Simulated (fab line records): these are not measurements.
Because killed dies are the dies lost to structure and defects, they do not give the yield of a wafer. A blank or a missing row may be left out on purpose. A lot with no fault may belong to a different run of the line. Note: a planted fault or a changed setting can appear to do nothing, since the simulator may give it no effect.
Struck lot and sound lot, side by side ; flow sky130 ; 15 steps out of a route of 708
Sound: the wafers L825.1, L825.3, L825.4. Wafers struck: L835.1, L835.2, L835.3. The cause is given at the end.
For every step that has rows: the tool of each side, followed by ch and its chambers, followed by its first start. Under that, the readings that differ: sound wafers ; struck wafers ; difference of the means ; sigmas: that difference in standard deviations of wafers without a fault.
alike: words and numbers the same on both sides, and readings whose means are apart by under 2 such deviations; not compared: readings that were withheld, readings missing a value for some wafer, numbers with overlapping values and no deviation given by the record, and bounds like >300 which may hide the same value.
The two part at a step that has a row with sigmas, a row that says differs or no value, or rows on one side only. Non-overlapping numbers with no deviation appear without sigmas and do not part them. Lack of a reading on every wafer of one side parts them only where that side has two or more wafers.

first, 1 step without rows for these wafers: SKY_VIA1_ETCH_14 (etches BARC in N2/H2, stops on SiO2, time 45.9 s, target depth 60 nm).
SKY_VIA1_ETCH_15: etches SiO2 in C4F8/O2/Ar, stops on TiN, target depth 351 nm, time 54 s.
  sound on rie-diel-02 ch 0,1,2, day 34 00:02; struck on rie-diel-03 ch 0,1,2, day 37 03:55
  alike: oes-product-au
  not compared: rf-hours-counter-h
SKY_VIA1_STRIP_16: strips in O2/N2.
  sound on plasma-asher-03 ch 0,1, day 34 00:05; struck on plasma-asher-02 ch 0,1, day 37 03:58
reading;sound;struck;difference;sigmas
strip-time-to-endpoint-s (s);4.433 4.422 4.433;4.511 4.474 4.479;+0.059;+2
  alike: drypump-motor-current-A, oes-product-au
  not compared: rf-hours-counter-h
then, 5 steps without rows for these wafers: SKY_VIA1_STRIP_17 (strips in post etch residue remover, time 1200 s); SKY_VIA1_CLEAN_18 (cleans in IPA, time 180 s); SKY_VIA1_CLEAN_19 (cleans in O3/DIW); SKY_VIA1_SPUTTER_20 (material TiN, target thk 20 nm, time 80 s); SKY_VIA1_CVD_21 (deposits W, target thk 270 nm, time 80.902 s).
SKY_VIA1_RS_MEAS_22: measurement is done with a four-point probe.
  sound on film-metro-02, day 34 00:52; struck on film-metro-01, day 37 05:09
  alike: VIA1_W_RS
SKY_VIA1_THK_MEAS_23: measures by xrf.
  sound on film-metro-02, day 34 00:59; struck on film-metro-01, day 37 05:16
  alike: VIA1_W_THK
SKY_VIA1_CMP_24: polishes, stops on SiO2, t overpolish 15 s, target thk 0 nm.
  sound on cmp-01 ch 0,1,2, day 34 01:03; struck on cmp-02 ch 1,2,3, day 37 05:20
  alike: edge-zone-pressure-frac, motor-current-A, overpolish-run-s, time-to-endpoint-s
SKY_METAL2_SPUTTER_00: material Ti, target thk 15 nm, time 10 s.
  sound on pvd-sputter-04, day 34 01:21; struck on pvd-sputter-04, day 37 05:38
  alike: cathode-dc-power-W, throttle-valve-pct
SKY_METAL2_SPUTTER_01: material TiN, target thk 20 nm, time 16.7 s.
  sound on pvd-sputter-04, day 34 01:22; struck on pvd-sputter-04, day 37 05:39
reading;sound;struck;difference;sigmas
model.TiN_of_METAL2_SPUTTER_01.thk-nm (nm);20.12 20.22 20.09;22.57 22.59 22.8;+2.51;
  alike: cathode-dc-power-W, throttle-valve-pct
SKY_METAL2_SPUTTER_02: material AlCu, target thk 250 nm, time 13.3 s.
  sound on pvd-sputter-04, day 34 01:24; struck on pvd-sputter-04, day 37 05:40
  alike: cathode-dc-power-W, throttle-valve-pct
-- the record jumps here: 11 days lie between the struck wafers' starts before and after (it left off in module METAL2 and takes up again in module PAD_OPEN, whose first step shown is number 708 of the route) --
SKY_PAD_OPEN_PROBE_99:
  the record has rows for the struck wafers here (prober-02, day 48 09:12) and none for the sound ones

== WHERE THEY PART ==
Last at SKY_PAD_OPEN_PROBE_99 as far as this record goes, first at SKY_VIA1_STRIP_16.

WHY: the cause the simulator had injected
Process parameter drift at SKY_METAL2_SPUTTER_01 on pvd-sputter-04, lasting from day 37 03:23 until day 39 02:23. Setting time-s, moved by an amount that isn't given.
